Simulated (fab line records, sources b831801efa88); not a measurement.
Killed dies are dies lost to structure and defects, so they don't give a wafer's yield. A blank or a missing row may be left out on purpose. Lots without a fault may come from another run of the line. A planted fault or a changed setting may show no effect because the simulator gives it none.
Which tool did it? | flow gf180mcu | 14 lots, 42 wafers sampled, at 2 steps of a route of 602

WHAT THE GAUGES READ, wafer by wafer
GF_HV_LDD_THK_MEAS_55. Usual: HV_LDD_CVD_54_THK 9.98 nm, standard deviation 0.12.
lot  | measured     | on            | HV_LDD_CVD_54_THK (nm) | flag
L824 | day 12 18:13 | film_metro-03 | 9.90 10.02 9.96        |
L825 | day 13 03:17 | film_metro-01 | 10.11 10.07 10.07      |
L827 | day 13 16:28 | film_metro-01 | 10.13 9.99 10.05       |
L828 | day 13 23:12 | film_metro-03 | 10.02 9.94 10.13       |
L829 | day 14 07:11 | film_metro-01 | 10.09 10.01 10.03      |
L830 | day 14 11:16 | film_metro-04 | 10.06 10.07 9.93       |
L833 | day 15 13:54 | film_metro-01 | 9.90 9.91 9.81         |
L835 | day 16 05:29 | film_metro-03 | 9.95 9.93 10.04        |
L840 | day 17 17:34 | film_metro-01 | 9.87 9.96 10.10        |
L842 | day 18 09:23 | film_metro-03 | 9.84 9.92 9.93         |
L843 | day 18 23:06 | film_metro-03 | 9.99 10.01 9.91        |
L845 | day 19 10:43 | film_metro-04 | 9.99 10.09 9.90        |
L846 | day 19 18:23 | film_metro-01 | 9.80 9.97 9.91         |
L847 | day 20 04:42 | film_metro-04 | 9.77 9.68 9.84         |

GF_NSD_OVL_MEAS_08. Usual: NSD_OVL 0.9 nm, standard deviation 1.3.
lot  | measured     | on         | NSD_OVL (nm)   | flag
L824 | day 13 16:26 | overlay-02 | 0.1 -1.6 -0.9  |
L825 | day 14 00:57 | overlay-01 | 2.0 1.4 1.2    |
L827 | day 14 14:45 | overlay-01 | 1.1 0.7 1.3    |
L828 | day 14 21:41 | overlay-02 | 2.9 0.7 -0.1   |
L829 | day 15 05:32 | overlay-02 | 3.0 2.8 1.9    |
L830 | day 15 11:20 | overlay-02 | 0.6 -1.0 1.3   |
L833 | day 16 13:34 | overlay-02 | -0.7 -1.2 -1.1 |
L835 | day 17 05:56 | overlay-01 | 1.0 0.9 -0.3   |
L840 | day 18 18:30 | overlay-01 | 0.0 0.2 -1.0   |
L842 | day 19 11:06 | overlay-01 | 0.2 0.4 0.0    |
L843 | day 20 00:45 | overlay-02 | 2.1 2.2 2.7    |
L845 | day 20 12:39 | overlay-01 | 1.2 2.7 2.4    |
L846 | day 20 19:50 | overlay-01 | -0.4 -1.7 -0.2 |
L847 | day 21 05:41 | overlay-02 | 0.5 2.0 1.3    |

WHICH TOOL RAN EACH LOT (tool, then ch and the chambers of the sampled wafers, then the start)
The record holds no process step before these readings.

WHAT THE TOOLS THEMSELVES READ (means of the sampled wafers that have a number; where no wafer has one, the mark that the record gives instead)
The record holds no such reading with a usual standard deviation.

THE ANSWER, worked out from the rows above alone
Rule: a lot is off if the mean of its wafers that have a number lies more than 3 standard deviations from the usual mean. A lot without any number at a reading at which 4 lots or more have one is off too. The other lots that the step has rows for count as sound. The gauges are gone through in route order, then the tools' own readings, and for those a lot's mean is taken as printed above. The first step at which some lot is off is used, and at that step the reading that is off furthest; a lot without a number counts as furthest.
No lot is off at any reading shown: from this, nothing can be told.

WHAT THE SIMULATOR HAD PUT IN
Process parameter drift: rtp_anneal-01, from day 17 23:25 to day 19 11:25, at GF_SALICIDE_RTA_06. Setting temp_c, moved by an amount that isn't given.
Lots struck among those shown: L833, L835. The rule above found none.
